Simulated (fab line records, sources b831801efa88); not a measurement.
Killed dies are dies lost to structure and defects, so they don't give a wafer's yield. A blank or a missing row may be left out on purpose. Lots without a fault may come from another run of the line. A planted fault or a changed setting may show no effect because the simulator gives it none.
fab line records | flow sky130
record lots=16 wafers=48 last_day=49
route steps=708 shown PWDE@54 NWELL@79 VT_ADJUST_HVTP@94 VT_ADJUST_LVTN@118
lots that met no fault: from a run of the same line without faults
start_h: hours from the record's first day to the start of the lot's first wafer shown | wait_h: hours since the lot's step before | " the same as in the row above | L1.1+2: a row that stands for several wafers | - no value, or no start given | * or withheld: withheld | < > ~ a bound
route shown NAME@n: a module of which the file shows steps, and the number in the route of the first | usual: mean/standard deviation of fault-free wafers | same: alike in all rows | chamber/n: place in a boat | sites: the reading at each site | _std_site: their standard deviation | _edge_site: outer sites' mean less inner sites' | radius_mm: how far each site lies from the wafer's centre | mask NAME#n: copy n | behind: the tool/chamber that last shaped the wafer | hold: why the lot was held/for how many hours/how that ended | device: the transistor (n, p or np) that didn't switch | end of line: the same wafers' tests at the end of the route | a step without rows: its recipe alone | killed: dies lost to structure and defects at the first sort, not the wafer's yield | map: a wafer's dies, x killed, . not, _ none there
set.NAME: the setting as run; set.NAME@STEP: as run at that earlier step | model.NAME: the simulator's own value behind a step, which no gauge read
steps of the route over a sample of lots; a table a step, a row a wafer
services: from which hour (start_h, from the record's first day; less than 0 if before it) a tool's chamber was out of use, for how many hours, and why
## steps
# step SKY_PWDE_STRIP_09
# recipe chemistry=O2/N2 power_w=1400 pressure_mtorr=1500 platen_temp_c=withheld o2_flow_sccm=3000 n2_flow_sccm=300 overash_fraction=0.5
# usual chamber_pressure_mTorr=1500.0/1.5 drypump_motor_current_A=5.7/0.31 oes_product_au=0.722/0.0047 strip_time_to_endpoint_s=36.93/0.12
# columns lot.wafer tool chamber start_h wait_h chamber_pressure_mTorr drypump_motor_current_A oes_product_au rf_hours_counter_h strip_time_to_endpoint_s
L608.2 plasma_asher-02 0 81.52 0.1 1497.2 5.5 0.721 37 37.12
L608.3 " 1 " " 1502.3 5.4 0.726 - 37.09
L608.4 " 0 " " 1500.8 5.5 0.726 - 37.04
L609.1 plasma_asher-04 0 89.64 0.1 1498.1 5.6 0.728 28 36.96
L609.2 " 1 " " 1500.5 5.9 0.720 28 36.92
L609.3 " 0 " " 1497.6 5.6 0.725 - 37.00
L610.1 plasma_asher-02 1 89.99 0.1 1500.1 5.4 0.726 38 36.96
L610.3 " 0 " " 1498.5 5.5 0.725 - 36.91
L610.5 " 0 " " 1498.1 5.5 0.723 - 36.81
L612.1 plasma_asher-02 1 94.74 0.1 1499.0 5.4 0.729 39 37.01
L612.2 " 0 " " 1501.7 5.5 0.721 39 37.13
L612.6 " 0 " " 1498.7 5.5 0.726 - 37.08
L613.4 plasma_asher-01 0 100.51 0.1 1500.5 5.8 0.716 - 37.14
L613.5 " 1 " " 1501.0 6.4 0.722 - 37.00
L613.6 " 0 " " 1500.3 5.8 0.730 - 37.13
L614.3 plasma_asher-01 0 104.92 0.1 1496.6 5.8 0.729 - 36.98
L614.4 " 1 " " 1496.8 6.3 0.720 - 36.91
L614.5 " 1 " " 1498.0 6.3 0.724 - 36.90
L615.1 plasma_asher-04 1 114.92 0.1 1500.3 5.9 0.722 31 37.10
L615.3 " 0 " " 1500.7 5.6 0.719 - 36.96
L615.6 " 0 " " 1500.2 5.6 0.728 - 37.09
L616.1 plasma_asher-04 0 118.79 0.1 1498.4 5.6 0.722 31 36.87
L616.3 " 0 " " 1500.6 5.5 0.729 - 37.03
L616.4 " 1 " " 1500.8 5.9 0.720 - 36.93
L618.1 plasma_asher-02 1 125.89 0.1 1498.5 5.4 0.727 42 37.05
L618.5 " 1 " " 1499.5 5.4 0.723 - 37.05
L618.6 " 0 " " 1501.0 5.5 0.718 - 37.02
L619.1 plasma_asher-02 0 131.64 0.1 1501.0 5.5 0.727 43 36.79
L619.3 " 1 " " 1501.9 5.4 0.724 - 36.85
L619.4 " 0 " " 1502.4 5.5 0.718 - 36.83
L621.3 plasma_asher-02 0 142.37 0.1 1500.3 5.5 0.725 - 36.86
L621.4 " 1 " " 1501.2 5.4 0.717 - 36.95
L621.5 " 1 " " 1499.3 5.4 0.723 - 36.91
L622.2 plasma_asher-01 1 146.54 0.1 1501.4 6.3 0.724 3 36.80
L622.4 " 0 " " 1496.0 5.8 0.723 - 36.80
L622.5 " 1 " " 1495.9 6.3 0.721 - 36.79
L624.2 plasma_asher-02 1 157.39 0.1 1499.6 5.4 0.727 45 36.90
L624.4 " 1 " " 1499.7 5.4 0.723 - 36.90
L624.5 " 1 " " 1501.5 5.4 0.728 - 36.91
L625.1 plasma_asher-04 1 161.62 0.1 1503.1 5.9 0.714 36 37.10
L625.2 " 0 " " 1500.0 5.6 0.721 36 37.03
L625.3 " 0 " " 1498.5 5.6 0.718 - 36.88
L626.1 plasma_asher-02 1 167.79 0.1 1499.6 5.4 0.712 46 36.81
L626.2 " 0 " " 1498.4 5.5 0.716 46 36.79
L626.6 " 1 " " 1497.0 5.4 0.725 - 36.77
L627.1 plasma_asher-04 0 174.04 0.1 1497.7 5.6 0.727 37 36.83
L627.2 " 1 " " 1499.3 5.9 0.724 37 36.89
L627.5 " 0 " " 1500.4 5.6 0.721 - 36.90
# step SKY_NWELL_TW_MEAS_26
# usual NWELL_2_TW=497/5
# columns lot.wafer tool chamber start_h wait_h NWELL_2_TW
L608.2 film_metro-03 - 118.55 0.1 497
L608.3 " - " " 497
L608.4 " - " " 497
L609.1 film_metro-01 - 125.78 0.1 501
L609.2 " - " " 500
L609.3 " - " " 503
L610.1 film_metro-03 - 127.24 0.1 496
L610.3 " - " " 496
L610.5 " - " " 499
L612.1 film_metro-02 - 132.63 0.1 490
L612.2 " - " " 492
L612.6 " - " " 486
L613.4 film_metro-02 - 138.66 0.1 489
L613.5 " - " " 490
L613.6 " - " " 491
L614.3 film_metro-01 - 143.80 0.1 501
L614.4 " - " " 503
L614.5 " - " " 502
L615.1 film_metro-02 - 152.84 0.1 490
L615.3 " - " " 491
L615.6 " - " " 491
L616.1 film_metro-01 - 156.84 0.1 503
L616.3 " - " " 503
L616.4 " - " " 504
L618.1 film_metro-01 - 163.69 0.1 502
L618.5 " - " " 503
L618.6 " - " " 503
L619.1 film_metro-03 - 169.84 0.1 490
L619.3 " - " " 492
L619.4 " - " " 494
L621.3 film_metro-03 - 180.51 0.1 493
L621.4 " - " " 494
L621.5 " - " " 492
L622.2 film_metro-01 - 185.45 0.1 502
L622.4 " - " " 503
L622.5 " - " " 504
L624.2 film_metro-02 - 198.25 0.1 488
L624.4 " - " " 490
L624.5 " - " " 489
L625.1 film_metro-03 - 202.49 0.1 497
L625.2 " - " " 493
L625.3 " - " " 496
L626.1 film_metro-01 - 211.03 0.1 503
L626.2 " - " " 503
L626.6 " - " " 502
L627.1 film_metro-02 - 216.64 0.1 491
L627.2 " - " " 493
L627.5 " - " " 492
# step SKY_VT_ADJUST_HVTP_IMPLANT_09
# recipe species=As energy_kev=150 dose_cm2=4.3e+12 tilt_deg=withheld
# usual implant_ion_amu=75/0
# columns lot.wafer tool chamber start_h wait_h implant_ion_amu
L608.2 implanter-01 0 137.83 0.0 75
L608.3 " 0 " " 75
L608.4 " 0 " " 75
L609.1 implanter-03 0 145.54 0.0 75
L609.2 " 0 " " 75
L609.3 " 0 " " 75
L610.1 implanter-01 0 146.81 0.0 75
L610.3 " 0 " " 75
L610.5 " 0 " " 75
L612.1 implanter-01 0 151.56 0.0 75
L612.2 " 0 " " 75
L612.6 " 0 " " 75
L613.4 implanter-01 0 157.67 0.1 75
L613.5 " 0 " " 75
L613.6 " 0 " " 75
L614.3 implanter-02 0 162.84 0.1 75
L614.4 " 0 " " 75
L614.5 " 0 " " 75
L615.1 implanter-01 0 172.49 0.0 75
L615.3 " 0 " " 75
L615.6 " 0 " " 75
L616.1 implanter-02 0 175.81 0.0 75
L616.3 " 0 " " 75
L616.4 " 0 " " 75
L618.1 implanter-02 0 184.06 0.0 75
L618.5 " 0 " " 75
L618.6 " 0 " " 75
L619.1 implanter-02 0 190.40 0.0 75
L619.3 " 0 " " 75
L619.4 " 0 " " 75
L621.3 implanter-01 0 201.76 0.1 75
L621.4 " 0 " " 75
L621.5 " 0 " " 75
L622.2 implanter-01 0 206.92 0.0 75
L622.4 " 0 " " 75
L622.5 " 0 " " 75
L624.2 implanter-03 0 219.69 0.0 49
L624.4 " 0 " " 49
L624.5 " 0 " " 49
L625.1 implanter-01 0 224.59 0.0 49
L625.2 " 0 " " 49
L625.3 " 0 " " 49
L626.1 implanter-01 0 234.04 0.0 49
L626.2 " 0 " " 49
L626.6 " 0 " " 49
L627.1 implanter-01 0 239.25 0.0 49
L627.2 " 0 " " 49
L627.5 " 0 " " 49
# step SKY_VT_ADJUST_HVTP_TW_MEAS_11
# usual VT_ADJUST_HVTP_TW=1354/17
# columns lot.wafer tool chamber start_h wait_h VT_ADJUST_HVTP_TW
L608.2 film_metro-04 - 138.06 0.1 1320
L608.3 " - " " 1321
L608.4 " - " " 1329
L609.1 film_metro-01 - 145.79 0.1 1371
L609.2 " - " " 1368
L609.3 " - " " 1372
L610.1 film_metro-04 - 147.06 0.1 1326
L610.3 " - " " 1328
L610.5 " - " " 1323
L612.1 film_metro-01 - 151.81 0.1 1374
L612.2 " - " " 1371
L612.6 " - " " 1377
L613.4 film_metro-03 - 157.87 0.1 1351
L613.5 " - " " 1354
L613.6 " - " " 1356
L614.3 film_metro-01 - 163.06 0.1 1369
L614.4 " - " " 1365
L614.5 " - " " 1373
L615.1 film_metro-01 - 172.74 0.1 1377
L615.3 " - " " 1377
L615.6 " - " " 1376
L616.1 film_metro-03 - 176.06 0.1 1352
L616.3 " - " " 1348
L616.4 " - " " 1348
L618.1 film_metro-03 - 184.31 0.1 1347
L618.5 " - " " 1349
L618.6 " - " " 1352
L619.1 film_metro-03 - 190.65 0.1 1354
L619.3 " - " " 1344
L619.4 " - " " 1361
L621.3 film_metro-04 - 201.98 0.1 1324
L621.4 " - " " 1331
L621.5 " - " " 1338
L622.2 film_metro-04 - 207.15 0.1 1329
L622.4 " - " " 1330
L622.5 " - " " 1332
L624.2 film_metro-03 - 219.92 0.1 759
L624.4 " - " " 759
L624.5 " - " " 759
L625.1 film_metro-03 - 224.84 0.1 761
L625.2 " - " " 759
L625.3 " - " " 761
L626.1 film_metro-03 - 234.29 0.1 762
L626.2 " - " " 758
L626.6 " - " " 761
L627.1 film_metro-01 - 239.50 0.1 767
L627.2 " - " " 761
L627.5 " - " " 769
# step SKY_VT_ADJUST_LVTN_TW_MEAS_21
# usual VT_ADJUST_LVTN_2_TW=186.2/1.5
# columns lot.wafer tool chamber start_h wait_h VT_ADJUST_LVTN_2_TW
L608.2 film_metro-02 - 175.63 0.1 185.7
L608.3 " - " " 185.3
L608.4 " - " " 186.1
L609.1 film_metro-02 - 184.03 0.1 185.6
L609.2 " - " " 185.1
L609.3 " - " " 186.0
L610.1 film_metro-02 - 185.63 0.1 186.3
L610.3 " - " " 186.9
L610.5 " - " " 186.5
L612.1 film_metro-02 - 190.72 0.1 186.0
L612.2 " - " " 187.2
L612.6 " - " " 185.9
L613.4 film_metro-02 - 198.71 0.1 184.8
L613.5 " - " " 183.5
L613.6 " - " " 184.1
L614.3 film_metro-04 - 203.01 0.1 184.8
L614.4 " - " " 185.0
L614.5 " - " " 184.9
L615.1 film_metro-02 - 214.67 0.1 186.1
L615.3 " - " " 182.9
L615.6 " - " " 183.5
L616.1 film_metro-04 - 218.18 0.1 183.6
L616.3 " - " " 185.3
L616.4 " - " " 185.0
L618.1 film_metro-02 - 226.53 0.1 186.9
L618.5 " - " " 186.7
L618.6 " - " " 186.8
L619.1 film_metro-03 - 233.94 0.1 188.8
L619.3 " - " " 187.3
L619.4 " - " " 188.8
L621.3 film_metro-04 - 246.46 0.1 184.3
L621.4 " - " " 184.0
L621.5 " - " " 184.2
L622.2 film_metro-02 - 252.18 0.1 187.3
L622.4 " - " " 186.8
L622.5 " - " " 186.8
L624.2 film_metro-03 - 267.00 0.1 187.2
L624.4 " - " " 187.4
L624.5 " - " " 187.1
L625.1 film_metro-02 - 271.98 0.1 185.0
L625.2 " - " " 187.3
L625.3 " - " " 185.0
L626.1 film_metro-03 - 282.43 0.1 187.7
L626.2 " - " " 188.3
L626.6 " - " " 187.9
L627.1 film_metro-04 - 288.18 0.1 184.8
L627.2 " - " " 184.6
L627.5 " - " " 184.6
## services
# columns tool chamber start_h hours kind
implanter-03 - 77.65 1.9 repair
implanter-03 - 85.23 3.2 pm
plasma_asher-01 - 108.75 9.0 pm
plasma_asher-01 0 108.75 9.0 vent_cycle
plasma_asher-01 1 108.75 9.0 vent_cycle
plasma_asher-01 0 117.75 - clean
plasma_asher-01 1 117.75 - clean
implanter-03 - 149.82 0.9 repair
implanter-03 - 160.84 1.1 repair
implanter-02 - 179.32 2.3 repair
implanter-03 - 211.67 0.6 repair
implanter-02 - 213.26 9.4 repair
implanter-01 - 213.33 5.1 pm
## key
first_sign step=SKY_VT_ADJUST_HVTP_IMPLANT_09 reading=implant_ion_amu direction=down sigmas=99+ usual=75 struck=49
effect step=SKY_VT_ADJUST_HVTP_TW_MEAS_11 reading=VT_ADJUST_HVTP_TW direction=down sigmas=36 usual=1354 struck=761
met_at SKY_VT_ADJUST_HVTP_IMPLANT_09
struck_lots L624,L625,L626,L627
sort_left_out L624.2,L624.4,L624.5,L625.1,L625.2,L625.3,L626.1,L626.2,L626.6,L627.1,L627.2,L627.5
tester_left_out L624,L625,L626,L627
not_acting_at SKY_PWDE_STRIP_09,SKY_NWELL_TW_MEAS_26,SKY_VT_ADJUST_LVTN_TW_MEAS_21
onset_between 206.92 219.69
fault kind=wrong_recipe_download tool=implanter-01,implanter-02,implanter-03 chamber=- onset_h=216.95 steps=SKY_VT_ADJUST_HVTP_IMPLANT_09 wrong_recipe.not_listed=1
# tester_left_out: of these lots the tester's yield and bins aren't shown, on N5 and GAA mostly nor the transistor test; their killed dies are dies lost to structure and defects alone, not to doping, threshold or leakage, so they don't give the yield
# sort_left_out: the simulated sort isn't trusted on such a fault, so these wafers' sort isn't shown, and their yield isn't known
